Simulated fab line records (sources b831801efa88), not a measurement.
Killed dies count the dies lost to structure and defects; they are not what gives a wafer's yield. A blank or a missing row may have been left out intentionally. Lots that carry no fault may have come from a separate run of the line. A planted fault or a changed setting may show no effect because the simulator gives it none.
fab line records | flow sky130
[record] lots = 12 | wafers = 36 | lastDay = 50
route steps=708 shown SONOS_TUNNEL@162 POLY_GATE@218 LDD_LDN@299 PAD_OPEN@708
lots that met no fault: from a run of the same line without faults
startH: start of the lot's first displayed wafer, in hours after the record's first day | waitH: hours elapsed since this lot's preceding step | " identical to the entry in the row above | L1.1+2: a single row standing in for several wafers | - no value, or no start was given | * or withheld: withheld | < > ~ a bound
route shown NAME@n: names a module that has steps shown in the file, with the first one's number in the route | usual: average and standard deviation across the fault-free wafers | same: alike in all rows | chamber/n: place in a boat | sites: per-site readings | _std_site: standard deviation across them | _edge_site: mean of outer sites minus mean of inner sites | radiusMm: how far each site lies from the wafer's centre | mask NAME#n: copy n | behind: the tool/chamber that last shaped the wafer | hold: why the lot was held/for how many hours/how that ended | device: whichever transistor did not switch (one of n, p or np) | end of line: the tests these same wafers got at the end of their route | a step without rows: its recipe alone | killed: count of dies lost to structure and defects at first sort (not the wafer's yield) | map: dies across one wafer; x = killed, . = not, _ = none there
set.NAME: setting as actually run; set.NAME@STEP: the setting as run at that earlier step | model.NAME: the simulator's own value behind a step, which no gauge read
one table for each step of the route and one row for each wafer, over a sample of lots
services: a tool's chamber out of use, with start hour (startH, from the record's first day; less than 0 if before it), hours out, and reason
[[steps]]
[step SKY_SONOS_TUNNEL_OVL_MEAS_08]
[usual] SONOS_TUNNEL_OVL = 0.2/1.6
lot.wafer | tool       | chamber | startH | waitH | SONOS_TUNNEL_OVL[nm]
L308.2    | overlay-01 | -       | 241.88 | 0.1   | 1.4
L308.4    | "          | -       | "      | "     | 0.2
L308.5    | "          | -       | "      | "     | -2.7
L310.1    | overlay-01 | -       | 262.53 | 0.1   | 0.0
L310.3    | "          | -       | "      | "     | 0.6
L310.6    | "          | -       | "      | "     | -0.2
L311.1    | overlay-01 | -       | 264.43 | 0.1   | 2.1
L311.5    | "          | -       | "      | "     | 2.4
L311.6    | "          | -       | "      | "     | 1.5
L312.4    | overlay-02 | -       | 274.05 | 0.1   | -1.6
L312.5    | "          | -       | "      | "     | -2.1
L312.6    | "          | -       | "      | "     | -1.3
L315.1    | overlay-02 | -       | 300.03 | 0.1   | -1.5
L315.2    | "          | -       | "      | "     | -3.3
L315.3    | "          | -       | "      | "     | -3.0
L319.1    | overlay-01 | -       | 332.72 | 0.1   | 0.1
L319.2    | "          | -       | "      | "     | 0.3
L319.3    | "          | -       | "      | "     | 0.6
L321.2    | overlay-02 | -       | 345.57 | 0.1   | 1.7
L321.3    | "          | -       | "      | "     | -1.9
L321.5    | "          | -       | "      | "     | -0.6
L322.2    | overlay-01 | -       | 362.92 | 0.1   | 3.5
L322.4    | "          | -       | "      | "     | 2.2
L322.5    | "          | -       | "      | "     | 2.8
L324.2    | overlay-02 | -       | 374.82 | 0.1   | -1.1
L324.4    | "          | -       | "      | "     | -2.0
L324.6    | "          | -       | "      | "     | 0.6
L326.1    | overlay-02 | -       | 383.83 | 0.1   | 1.1
L326.4    | "          | -       | "      | "     | -0.5
L326.5    | "          | -       | "      | "     | -1.1
L330.2    | overlay-01 | -       | 416.82 | 0.1   | -2.6
L330.3    | "          | -       | "      | "     | -0.1
L330.6    | "          | -       | "      | "     | -0.8
L331.2    | overlay-01 | -       | 429.28 | 0.1   | 1.1
L331.3    | "          | -       | "      | "     | 1.1
L331.5    | "          | -       | "      | "     | -0.8
[step SKY_POLY_GATE_THK_MEAS_04]
[recipe] reads = Si3N4_of_POLY_GATE_CVD_03
[usual] POLY_GATE_CVD_03_THK = 74.7/0.76
lot.wafer | tool         | chamber | startH | waitH | POLY_GATE_CVD_03_THK[nm]
L308.2    | filmMetro-01 | -       | 334.85 | 0.0   | 76.4
L308.4    | "            | -       | "      | "     | 75.9
L308.5    | "            | -       | "      | "     | 76.3
L311.1    | filmMetro-04 | -       | 352.06 | 0.0   | 74.8
L311.5    | "            | -       | "      | "     | 75.1
L311.6    | "            | -       | "      | "     | 75.0
L310.1    | filmMetro-01 | -       | 353.41 | 0.0   | 75.6
L310.3    | "            | -       | "      | "     | 75.1
L310.6    | "            | -       | "      | "     | 74.9
L312.4    | filmMetro-02 | -       | 366.73 | 0.0   | 75.0
L312.5    | "            | -       | "      | "     | 75.3
L312.6    | "            | -       | "      | "     | 75.5
L315.1    | filmMetro-02 | -       | 405.92 | 0.0   | 74.9
L315.2    | "            | -       | "      | "     | 74.8
L315.3    | "            | -       | "      | "     | 74.6
L319.1    | filmMetro-01 | -       | 431.59 | 0.0   | 74.6
L319.2    | "            | -       | "      | "     | 75.2
L319.3    | "            | -       | "      | "     | 75.0
L321.2    | filmMetro-01 | -       | 449.95 | 0.0   | 74.0
L321.3    | "            | -       | "      | "     | 74.2
L321.5    | "            | -       | "      | "     | 74.0
L322.2    | filmMetro-02 | -       | 476.72 | 0.0   | 75.3
L322.4    | "            | -       | "      | "     | 75.3
L322.5    | "            | -       | "      | "     | 75.3
L324.2    | filmMetro-04 | -       | 483.33 | 0.0   | 74.6
L324.4    | "            | -       | "      | "     | 74.2
L324.6    | "            | -       | "      | "     | 74.3
L326.1    | filmMetro-04 | -       | 490.38 | 0.0   | 75.0
L326.4    | "            | -       | "      | "     | 74.9
L326.5    | "            | -       | "      | "     | 74.9
L330.2    | filmMetro-04 | -       | 524.86 | 0.0   | 75.6
L330.3    | "            | -       | "      | "     | 75.5
L330.6    | "            | -       | "      | "     | 75.9
L331.2    | filmMetro-01 | -       | 535.98 | 0.0   | 75.0
L331.3    | "            | -       | "      | "     | 74.9
L331.5    | "            | -       | "      | "     | 75.0
[step SKY_POLY_GATE_ETCH_16]
[recipe] stopOn = poly-Si | chemistry = CH3F/O2 | target = Si3N4 | sourceW = 400 | biasW = 80 | pressureMtorr = 25 | ch3fFlowSccm = 40 | O2_flow_sccm = 30 | timeS = 147.5 | targetDepthA = 750
[usual] O2_flow_sccm = 30.01/0.1 | chamberPressureMTorr = 25.000/0.027 | drypumpMotorCurrentA = 5.8/0.42 | oesProductAu = 0.639/0.0056 | throttleValvePct = 10.535/0.0096
lot.wafer | tool       | chamber | startH | waitH | O2_flow_sccm | chamberPressureMTorr | drypumpMotorCurrentA | oesProductAu | rfHoursCounterH | throttleValvePct
L308.2    | rieDiel-01 | 1       | 362.44 | 0.0   | 30.13        | 24.999               | 6.2                  | 0.645        | 3               | 10.540
L308.4    | "          | 0       | "      | "     | 29.95        | 25.017               | 5.8                  | 0.637        | 41              | 10.526
L308.5    | "          | 0       | "      | "     | 29.86        | 25.003               | 5.8                  | 0.640        | -               | 10.543
L311.1    | rieDiel-01 | 2       | 379.68 | 0.0   | 29.93        | 25.023               | 5.6                  | 0.646        | 20              | 10.529
L311.5    | "          | 0       | "      | "     | 30.12        | 25.041               | 5.7                  | 0.629        | -               | 10.527
L311.6    | "          | 3       | "      | "     | 30.18        | 25.002               | 6.5                  | 0.639        | -               | 10.543
L310.1    | rieDiel-04 | 2       | 380.83 | 0.0   | 30.15        | 25.056               | 5.9                  | 0.635        | 24              | 10.539
L310.3    | "          | 0       | "      | "     | 29.91        | 25.039               | 5.7                  | 0.636        | 35              | 10.532
L310.6    | "          | 0       | "      | "     | 29.76        | 25.006               | 5.7                  | 0.644        | -               | 10.547
L312.4    | rieDiel-01 | 3       | 395.55 | 0.0   | 30.00        | 24.996               | 6.5                  | 0.639        | 63              | 10.512
L312.5    | "          | 0       | "      | "     | 30.04        | 25.021               | 5.8                  | 0.648        | -               | 10.526
L312.6    | "          | 3       | "      | "     | 29.86        | 25.025               | 6.5                  | 0.650        | -               | 10.538
L315.1    | rieDiel-01 | 1       | 436.54 | 0.1   | 30.00        | 25.027               | 6.1                  | 0.646        | 5               | 10.542
L315.2    | "          | 3       | "      | "     | 30.13        | 25.040               | 6.5                  | 0.641        | 64              | 10.531
L315.3    | "          | 3       | "      | "     | 30.28        | 25.019               | 6.5                  | 0.637        | -               | 10.539
L319.1    | rieDiel-04 | 2       | 462.99 | 0.1   | 30.20        | 25.016               | 5.9                  | 0.632        | 25              | 10.540
L319.2    | "          | 0       | "      | "     | 30.13        | 24.995               | 5.6                  | 0.633        | 36              | 10.526
L319.3    | "          | 0       | "      | "     | 29.90        | 25.017               | 5.7                  | 0.645        | -               | 10.540
L321.2    | rieDiel-01 | 0       | 481.54 | 0.0   | 30.09        | 24.980               | 5.8                  | 0.630        | 44              | 10.524
L321.3    | "          | 3       | "      | "     | 30.18        | 25.001               | 6.5                  | 0.633        | 65              | 10.560
L321.5    | "          | 0       | "      | "     | 30.01        | 24.946               | 5.8                  | 0.641        | -               | 10.533
L322.2    | rieDiel-01 | 0       | 507.85 | 0.0   | 29.96        | 24.980               | 5.8                  | 0.644        | 44              | 10.537
L322.4    | "          | 3       | "      | "     | 30.00        | 25.000               | 6.5                  | 0.640        | -               | 10.541
L322.5    | "          | 1       | "      | "     | 29.95        | 24.968               | 6.2                  | 0.646        | -               | 10.533
L324.2    | rieDiel-01 | 3       | 513.63 | 0.0   | 29.99        | 24.982               | 6.5                  | 0.644        | 66              | 10.537
L324.4    | "          | 0       | "      | "     | 30.18        | 24.868               | 5.8                  | 0.641        | -               | 10.538
L324.6    | "          | 1       | "      | "     | 30.01        | 25.003               | 6.1                  | 0.638        | -               | 10.521
L326.1    | rieDiel-03 | 1       | 521.88 | 0.0   | 30.05        | 25.025               | 5.4                  | 0.641        | 14              | 10.534
L326.4    | "          | 2       | "      | "     | 30.00        | 24.987               | 5.3                  | 0.640        | 3               | 10.539
L326.5    | "          | 1       | "      | "     | 29.99        | 24.954               | 5.4                  | 0.637        | -               | 10.547
L330.2    | rieDiel-01 | 2       | 554.93 | 0.0   | 29.81        | 24.994               | 5.6                  | 0.647        | 22              | 10.526
L330.3    | "          | 3       | "      | "     | 30.07        | 24.979               | 6.5                  | 0.645        | 67              | 10.549
L330.6    | "          | 3       | "      | "     | 29.98        | 25.023               | 6.5                  | 0.645        | -               | 10.537
L331.2    | rieDiel-04 | 0       | 565.79 | 0.0   | 29.78        | 25.040               | 5.7                  | 0.638        | 38              | 10.534
L331.3    | "          | 3       | "      | "     | 30.17        | 25.032               | 5.4                  | 0.638        | 38              | 10.514
L331.5    | "          | 1       | "      | "     | 29.91        | 24.997               | 5.1                  | 0.641        | -               | 10.549
[step SKY_LDD_LDN_IMPLANT_10]
[recipe] species = As | energyKev = 15 | doseCm2 = 1.25e+13 | tiltDeg = withheld | rotationDeg = 203
[usual] beamEnergyKeV = 15.001/0.0051 | doseIonsCm2 = 1.2499e+13/1.4e+10 | faradayCurrentUA = 70.3/1.5
lot.wafer | tool         | chamber | startH | waitH | beamEnergyKeV | doseIonsCm2 | faradayCurrentUA
L308.2    | implanter-04 | 0       | 516.45 | 0.1   | 14.992        | 1.2497e+13  | 72.9
L308.4    | "            | 0       | "      | "     | 14.997        | 1.2499e+13  | 69.6
L308.5    | "            | 0       | "      | "     | 14.996        | 1.249e+13   | 71.4
L311.1    | implanter-01 | 0       | 536.63 | 0.1   | 15.002        | 1.2504e+13  | 72.3
L311.5    | "            | 0       | "      | "     | 14.994        | 1.2502e+13  | 69.2
L311.6    | "            | 0       | "      | "     | 15.001        | 1.2503e+13  | 70.7
L310.1    | implanter-03 | 0       | 537.07 | 0.1   | 14.992        | 1.2503e+13  | 70.1
L310.3    | "            | 0       | "      | "     | 15.002        | 1.2497e+13  | 67.9
L310.6    | "            | 0       | "      | "     | 15.000        | 1.2508e+13  | 69.5
L312.4    | implanter-04 | 0       | 553.25 | 0.1   | 15.005        | 1.2508e+13  | 68.6
L312.5    | "            | 0       | "      | "     | 15.003        | 1.2519e+13  | 69.0
L312.6    | "            | 0       | "      | "     | 14.997        | 1.25e+13    | 71.8
L315.1    | implanter-01 | 0       | 591.65 | 0.1   | 14.995        | 1.2493e+13  | 67.4
L315.2    | "            | 0       | "      | "     | 14.993        | 1.2482e+13  | 68.3
L315.3    | "            | 0       | "      | "     | 14.993        | 1.2505e+13  | 72.8
L319.1    | implanter-01 | 0       | 615.90 | 0.1   | 15.002        | 1.2499e+13  | 70.0
L319.2    | "            | 0       | "      | "     | 15.006        | 1.2514e+13  | 67.7
L319.3    | "            | 0       | "      | "     | 14.998        | 1.2501e+13  | 70.0
L321.2    | implanter-04 | 0       | 631.85 | 0.1   | 14.999        | 1.896e+13   | 103.1
L321.3    | "            | 0       | "      | "     | 14.995        | 1.8965e+13  | 104.6
L321.5    | "            | 0       | "      | "     | 14.994        | 1.8944e+13  | 107.7
L322.2    | implanter-04 | 0       | 656.35 | 0.1   | 15.006        | 1.8974e+13  | 102.6
L322.4    | "            | 0       | "      | "     | 15.008        | 1.8982e+13  | 103.0
L322.5    | "            | 0       | "      | "     | 15.006        | 1.8979e+13  | 103.9
L324.2    | implanter-01 | 0       | 662.27 | 0.1   | 15.003        | 1.2507e+13  | 70.4
L324.4    | "            | 0       | "      | "     | 15.016        | 1.2499e+13  | 71.0
L324.6    | "            | 0       | "      | "     | 15.010        | 1.25e+13    | 71.2
L326.1    | implanter-03 | 0       | 669.15 | 0.1   | 15.002        | 1.2506e+13  | 71.2
L326.4    | "            | 0       | "      | "     | 15.005        | 1.2491e+13  | 72.0
L326.5    | "            | 0       | "      | "     | 15.006        | 1.2523e+13  | 70.3
L330.2    | implanter-03 | 0       | 700.35 | 0.1   | 14.996        | 1.2508e+13  | 69.4
L330.3    | "            | 0       | "      | "     | 15.007        | 1.2491e+13  | 67.7
L330.6    | "            | 0       | "      | "     | 15.008        | 1.2504e+13  | 67.4
L331.2    | implanter-03 | 0       | 710.37 | 0.1   | 15.012        | 1.2506e+13  | 69.5
L331.3    | "            | 0       | "      | "     | 14.999        | 1.251e+13   | 69.0
L331.5    | "            | 0       | "      | "     | 15.005        | 1.2529e+13  | 72.1
[step SKY_LDD_LDN_TW_MEAS_13]
[usual] LDD_LDN_TW = 1486/14
lot.wafer | tool         | chamber | startH | waitH | LDD_LDN_TW
L308.2    | filmMetro-02 | -       | 516.84 | 0.1   | 1493
L308.4    | "            | -       | "      | "     | 1501
L308.5    | "            | -       | "      | "     | 1500
L311.1    | filmMetro-02 | -       | 537.03 | 0.1   | 1479
L311.5    | "            | -       | "      | "     | 1491
L311.6    | "            | -       | "      | "     | 1490
L310.1    | filmMetro-03 | -       | 537.47 | 0.1   | 1459
L310.3    | "            | -       | "      | "     | 1469
L310.6    | "            | -       | "      | "     | 1460
L312.4    | filmMetro-02 | -       | 553.60 | 0.1   | 1490
L312.5    | "            | -       | "      | "     | 1500
L312.6    | "            | -       | "      | "     | 1495
L315.1    | filmMetro-02 | -       | 592.05 | 0.1   | 1487
L315.2    | "            | -       | "      | "     | 1492
L315.3    | "            | -       | "      | "     | 1484
L319.1    | filmMetro-03 | -       | 616.30 | 0.1   | 1472
L319.2    | "            | -       | "      | "     | 1470
L319.3    | "            | -       | "      | "     | 1478
L321.2    | filmMetro-04 | -       | 632.24 | 0.1   | 1554
L321.3    | "            | -       | "      | "     | 1555
L321.5    | "            | -       | "      | "     | 1548
L322.2    | filmMetro-03 | -       | 656.74 | 0.1   | 1528
L322.4    | "            | -       | "      | "     | 1536
L322.5    | "            | -       | "      | "     | 1539
L324.2    | filmMetro-04 | -       | 662.66 | 0.1   | 1490
L324.4    | "            | -       | "      | "     | 1492
L324.6    | "            | -       | "      | "     | 1502
L326.1    | filmMetro-04 | -       | 669.55 | 0.1   | 1490
L326.4    | "            | -       | "      | "     | 1486
L326.5    | "            | -       | "      | "     | 1493
L330.2    | filmMetro-03 | -       | 700.73 | 0.1   | 1475
L330.3    | "            | -       | "      | "     | 1475
L330.6    | "            | -       | "      | "     | 1480
L331.2    | filmMetro-03 | -       | 710.76 | 0.1   | 1483
L331.3    | "            | -       | "      | "     | 1474
L331.5    | "            | -       | "      | "     | 1478
[step SKY_PAD_OPEN_PROBE_99]
[usual] killed_at_M0_to_M3 = 44/6.4 | killed_at_M4_up = 3.4/2.1 | killedAtContacts = 23/5 | killedAtFrontEnd = 15/4.5 | killedAtOther = 0.3/0.54 | killedDies = 86/9.5 | killedOpen = 48/6.9 | killedShort = 38/5.9
[same] grossDies = 492 | killedAtBackSide = 0
lot.wafer | tool      | chamber | startH  | waitH | killed_at_M0_to_M3 | killed_at_M4_up | killedAtContacts | killedAtFrontEnd | killedAtOther | killedDies | killedOpen | killedShort
L324.2    | prober-01 | -       | 1166.06 | 0.1   | 40                 | 2               | 23               | 23               | 0             | 88         | 50         | 36
L324.4    | prober-01 | -       | 1166.16 | 0.2   | 36                 | 0               | 22               | 11               | 2             | 71         | 30         | 39
L324.6    | prober-01 | -       | 1166.26 | 0.2   | 46                 | 1               | 21               | 13               | 2             | 83         | 47         | 35
// killed by level:class
L324.2 CONTACT:geometricParticle:open=11 POLY_GATE:geometricParticle:open=9 VIA1:geometricParticle:open=9 VIA2:geometricParticle:open=7 FIELD_ISO:geometricParticle:short=6 CONTACT:geometricParticle:short=6 VIA3:geometricParticle:open=6 METAL3:geometricParticle:short=5
L324.4 METAL1:geometricParticle:short=7 VIA1:geometricParticle:open=7 CONTACT:geometricParticle:open=6 METAL2:geometricParticle:short=6 LI_CONTACT:geometricParticle:short=5 POLY_GATE:geometricParticle:short=4 LI_CONTACT:geometricParticle:open=4 CONTACT:geometricParticle:short=4
L324.6 VIA1:geometricParticle:open=10 VIA3:geometricParticle:open=10 CONTACT:geometricParticle:short=7 METAL2:geometricParticle:short=6 CONTACT:geometricParticle:open=5 VIA1:geometricParticle:short=5 VIA2:geometricParticle:open=5 FIELD_ISO:geometricParticle:open=4
[[services]]
tool         | chamber | startH | hours | kind
rieDiel-04   | -       | 377.31 | 2.8   | pm
rieDiel-01   | 1       | 379.43 | 2.1   | repair
implanter-04 | -       | 390.21 | 3.4   | repair
implanter-03 | -       | 394.13 | 1.3   | repair
rieDiel-01   | 2       | 406.44 | 125.2 | repair
implanter-01 | -       | 409.66 | 3.2   | pm
implanter-03 | -       | 421.85 | 25.2  | pm
rieDiel-01   | 0       | 428.95 | 7.7   | repair
rieDiel-04   | -       | 455.67 | 1.4   | repair
rieDiel-04   | 3       | 460.21 | 10.0  | repair
rieDiel-04   | -       | 478.88 | 0.3   | repair
implanter-03 | -       | 543.05 | 1.9   | repair
implanter-01 | -       | 555.95 | 2.3   | repair
rieDiel-01   | 3       | 561.73 | 67.4  | repair
rieDiel-01   | -       | 597.91 | 0.1   | repair
implanter-04 | -       | 608.65 | 1.5   | repair
rieDiel-01   | 2       | 611.63 | 17.3  | repair
implanter-01 | -       | 632.75 | 1.8   | repair
implanter-03 | -       | 657.37 | 4.6   | repair
implanter-04 | -       | 665.48 | 5.5   | repair
implanter-04 | -       | 670.43 | 3.7   | repair
rieDiel-01   | 3       | 684.42 | 17.3  | repair
rieDiel-01   | 2       | 688.86 | 18.4  | repair
implanter-04 | -       | 702.89 | 15.6  | repair
[[key]]
[firstSign] step = SKY_LDD_LDN_IMPLANT_10 | reading = doseIonsCm2 | direction = up | sigmas = 99+ | usual = * | struck = *
[effect] step = SKY_LDD_LDN_IMPLANT_10 | reading = faradayCurrentUA | direction = up | sigmas = 23 | usual = 70.3 | struck = 104.1
[effect] step = SKY_LDD_LDN_TW_MEAS_13 | reading = LDD_LDN_TW | direction = up | sigmas = 4.2 | usual = 1486 | struck = 1543
metAt SKY_LDD_LDN_IMPLANT_10
struckLots L321,L322
testerLeftOut L321,L322
notActingAt SKY_SONOS_TUNNEL_OVL_MEAS_08,SKY_POLY_GATE_THK_MEAS_04,SKY_POLY_GATE_ETCH_16
onsetBetween 553.25 631.85
[fault] kind = processParameterDrift | tool = implanter-04 | chamber = - | onsetH = 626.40 | steps = SKY_LDD_LDN_IMPLANT_10 | channel = doseCm2 | offset = * | shape = step | endH = 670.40 | actsIn = * | stated = *
// testerLeftOut: of these lots the tester's yield and bins aren't shown, on N5 and GAA mostly nor the transistor test; their killed dies are dies lost to structure and defects alone, not to doping, threshold or leakage, so they don't give the yield
